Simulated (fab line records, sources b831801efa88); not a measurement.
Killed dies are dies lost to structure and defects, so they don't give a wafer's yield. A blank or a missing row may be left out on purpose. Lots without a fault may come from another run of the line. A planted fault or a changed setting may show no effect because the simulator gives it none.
Which tool did it? | flow sky130 | 7 lots, 21 wafers sampled, at 1 step of a route of 708

WHAT THE GAUGES READ, wafer by wafer
SKY_FIELD_ISO_THK_MEAS_04.
lot  | measured    | on            | FIELD_ISO_CVD_03_THK (nm)
L804 | day 1 18:31 | film_metro-02 | 172.8 172.0 171.7
L807 | day 2 11:32 | film_metro-03 | 170.7 170.9 170.4
L809 | day 2 20:33 | film_metro-03 | 171.9 172.6 172.5
L811 | day 3 08:13 | film_metro-03 | 170.6 171.3 169.8
L813 | day 3 15:29 | film_metro-03 | 171.0 171.3 168.9
L823 | day 5 17:29 | film_metro-02 | 169.9 169.9 171.3
L825 | day 6 15:10 | film_metro-02 | 168.9 169.2 167.1

WHICH TOOL RAN EACH LOT (tool, then ch and the chambers of the sampled wafers, then the start)
The record holds no process step before these readings.

THE ANSWER, worked out from the rows above alone
Rule: what is usual is taken from the lots themselves. Put in order of their means at a reading, lots are off if they are a third of the lots or fewer, leave a main group of 4 or more, and stand apart from it by a gap of 3 or more times the standard deviation of the main group's means; of several such gaps the widest counts. A main group whose means are all the same, to the digits that the tables above print for the reading, isn't used. A lot without any number at a reading at which 4 lots or more have one is off too. The other lots that the step has rows for count as sound.
No lot is off at any reading shown: from this, nothing can be told.

WHAT THE SIMULATOR HAD PUT IN
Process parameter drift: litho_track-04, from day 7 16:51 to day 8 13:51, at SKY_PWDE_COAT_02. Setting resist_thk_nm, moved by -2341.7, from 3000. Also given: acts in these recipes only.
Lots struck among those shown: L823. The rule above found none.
